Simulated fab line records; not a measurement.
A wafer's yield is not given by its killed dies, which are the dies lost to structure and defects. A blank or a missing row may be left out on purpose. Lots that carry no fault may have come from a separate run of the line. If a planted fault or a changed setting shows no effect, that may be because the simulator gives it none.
A lot that was struck, set against a sound lot | flow gf180mcu | 18 steps out of a route of 602
Sound: wafers L607.1, L607.2, L607.6. Struck: wafer L610.3; the same lot's L610.4 was not struck, so it is left out; see the end for the cause.
At each step with rows: each side's tool, then ch and its chambers, then its first start. Under that, the readings that differ: sound wafers | struck wafers | difference of the means | sigmas: that difference in standard deviations of wafers without a fault.
alike: a reading whose means differ by less than 2 such deviations, as well as words and numbers matching on both sides. not compared: withheld readings; readings where some wafer has no value; bounds like >300 that might hide an equal value; numbers whose values overlap and for which the record gives no deviation.
Wherever a step has rows on one side only, a row that says differs or no value, or a row with sigmas, the two part there. Numbers that have no deviation but don't overlap get no sigmas and don't part them. A reading missing from all wafers of one side parts the sides only when that side holds two or more wafers.

first, 2 steps without rows for these wafers: GF_CONTACT_PEB_12 (peb time 90 s); GF_CONTACT_DEVELOP_13 (develop time 60 s).
GF_CONTACT_CD_MEAS_14 targets a cd of 220 nm.
  sound on cd sem-02, day 19 01:52; struck on cd sem-01, day 20 03:26
  alike: cd nm
GF_CONTACT_OVL_MEAS_15:
  sound on overlay-01, day 19 01:59; struck on overlay-01, day 20 03:31
  alike: CONTACT_OVL
GF_CONTACT_ETCH_16: etches BARC in N2/H2.
  sound on rie diel-03 ch 0,2,3, day 19 02:02; struck on rie diel-02 ch 3, day 20 03:32
  alike: drypump motor current A, n2 flow sccm, oes product au, throttle valve pct
then, 1 step without rows for these wafers: GF_CONTACT_ETCH_17 (etches SiO2 in C4F8/O2/Ar, stops on CoSi2, target depth 860 nm).
GF_CONTACT_STRIP_18: strips in O2/N2.
  sound on plasma asher-01 ch 0,1, day 19 02:11; struck on plasma asher-02 ch 0, day 20 03:44
  alike: drypump motor current A, heater power w, n2 flow sccm, oes product au
  not compared: rf hours counter h
then, 3 steps without rows for these wafers: GF_CONTACT_CLEAN_19 (cleans in SPM); GF_CONTACT_CLEAN_20 (cleans in DIW); GF_CONTACT_CLEAN_21 (cleans in dHF, time 20 s).
GF_CONTACT_SPUTTER_22: material Ti, target thk 15 nm, time 80.02 s.
  sound on pvd sputter-04, day 19 02:29; struck on pvd sputter-04, day 20 04:00
  alike: substrate temp c, throttle valve pct
GF_CONTACT_SPUTTER_23: material TiN, target thk 10 nm, time 40 s.
  sound on pvd sputter-04, day 19 02:34; struck on pvd sputter-04, day 20 04:04
  alike: throttle valve pct
GF_CONTACT_CVD_24: deposits W, target thk 300 nm, time 90.339 s.
  sound on cvd w-02 ch 0,1, day 19 02:35; struck on cvd w-02 ch 1, day 20 04:08
  reading                               | sound           | struck | difference | sigmas
  model.W_of_CONTACT_CVD_24.thk nm (nm) | 302 302.5 304.3 | 467.4  | +164.5     |
  alike: heater power outer w, heater power w
GF_CONTACT_RS_MEAS_25: measurement is done with a four-point probe.
  sound on film metro-03, day 19 02:42; struck on film metro-04, day 20 04:14
  reading               | sound             | struck | difference | sigmas
  CONTACT_W_RS (ohm/sq) | 0.380 0.378 0.376 | 0.245  | -0.133     | -35
GF_CONTACT_THK_MEAS_26: measures by xrf.
  sound on film metro-03, day 19 02:49; struck on film metro-04, day 20 04:20
  reading            | sound       | struck | difference | sigmas
  CONTACT_W_THK (nm) | 322 322 325 | 508    | +185       | +42
GF_CONTACT_CMP_27: polishes, stops on SiO2, t overpolish 15 s, target thk 0 nm.
  sound on cmp-01 ch 0,2,3, day 19 02:59; struck on cmp-01 ch 2, day 20 04:26
  reading                | sound    | struck | difference | sigmas
  time to endpoint s (s) | 78 70 77 | 113    | +38        | +11
  alike: motor current A
GF_M1_SPUTTER_00: material Ti, target thk 37.5 nm, time 150 s.
  sound on pvd sputter-01, day 19 03:14; struck on pvd sputter-02, day 20 04:41
  alike: substrate temp c, throttle valve pct
GF_PASSIVATION_PROBE_99:
  rows exist in the record for the sound wafers here (prober-01, day 31 07:12), none for the struck ones

WHERE THEY PART
Earliest at GF_CONTACT_RS_MEAS_25; latest, in this record, at GF_PASSIVATION_PROBE_99.

WHY: what had been put in by the simulator
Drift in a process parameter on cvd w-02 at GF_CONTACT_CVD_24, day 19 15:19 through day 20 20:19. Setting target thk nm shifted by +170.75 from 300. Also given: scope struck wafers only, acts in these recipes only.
